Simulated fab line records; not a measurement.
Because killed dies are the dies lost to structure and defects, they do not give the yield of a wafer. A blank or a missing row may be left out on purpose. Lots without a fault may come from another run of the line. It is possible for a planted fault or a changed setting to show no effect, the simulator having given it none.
Which tool is to blame? | flow sky130 | 13 lots, 37 wafers sampled, at 1 step of a route of 708

== WHAT THE GAUGES READ, wafer by wafer ==
SKY_CAP2M_OVL_MEAS_12.
lot  | measured     | on         | CAP2M_OVL (nm)
L400 | day 42 04:13 | overlay-01 | -2.1 -0.5 -0.4
L403 | day 42 05:18 | overlay-01 | -0.8 -1.5 -2.4
L401 | day 42 10:15 | overlay-02 | -3.9 -0.1 -2.6
L399 | day 42 11:29 | overlay-02 | 0.0 -0.5 0.0
L402 | day 42 14:09 | overlay-02 | 2.0 1.1 3.0
L407 | day 43 09:37 | overlay-01 | -1.0
L411 | day 44 12:37 | overlay-01 | -1.4 0.2 -0.8
L413 | day 44 18:39 | overlay-01 | -1.8 -1.6 -1.2
L415 | day 45 14:55 | overlay-01 | -1.8 0.3 -0.1
L416 | day 45 16:43 | overlay-01 | 0.0 -0.8 0.1
L418 | day 46 03:06 | overlay-01 | -0.4 1.0 1.3
L421 | day 46 21:54 | overlay-02 | -1.2 -2.8 -1.0
L422 | day 47 05:43 | overlay-02 | -0.3 0.0 -0.7

== WHAT TOOL EACH LOT RAN ON (gives the tool, then ch and the chambers of the sampled wafers, and finally the start) ==
The record shows no process step preceding these readings.

== WHAT THE TOOLS THEMSELVES READ (means of the sampled wafers that have a number; where no wafer has one, the mark that the record gives instead) ==
The record holds no such reading with a usual standard deviation.

== THE ANSWER, worked out from the rows above alone ==
Rule: usual is defined by the lots themselves. Put in order of their means at a reading, lots are off if they are a third of the lots or fewer, leave a main group of 4 or more, and stand apart from it by a gap of 3 or more times the standard deviation of the main group's means; of several such gaps the widest counts. A main group is skipped when, at the precision printed for the reading in the tables above, its means are all equal. A lot without any number at a reading at which 4 lots or more have one is off too. Where the step has rows for the other lots, those lots are counted as sound. Order of review: gauges by route order, followed by the tools' own readings, for which a lot's mean as printed above is used. The first step at which some lot is off is used, and at that step the reading that is off furthest; a lot without a number counts as furthest.
Nothing can be told from this: no lot is off at any reading shown.

== WHAT THE SIMULATOR HAD PUT IN ==
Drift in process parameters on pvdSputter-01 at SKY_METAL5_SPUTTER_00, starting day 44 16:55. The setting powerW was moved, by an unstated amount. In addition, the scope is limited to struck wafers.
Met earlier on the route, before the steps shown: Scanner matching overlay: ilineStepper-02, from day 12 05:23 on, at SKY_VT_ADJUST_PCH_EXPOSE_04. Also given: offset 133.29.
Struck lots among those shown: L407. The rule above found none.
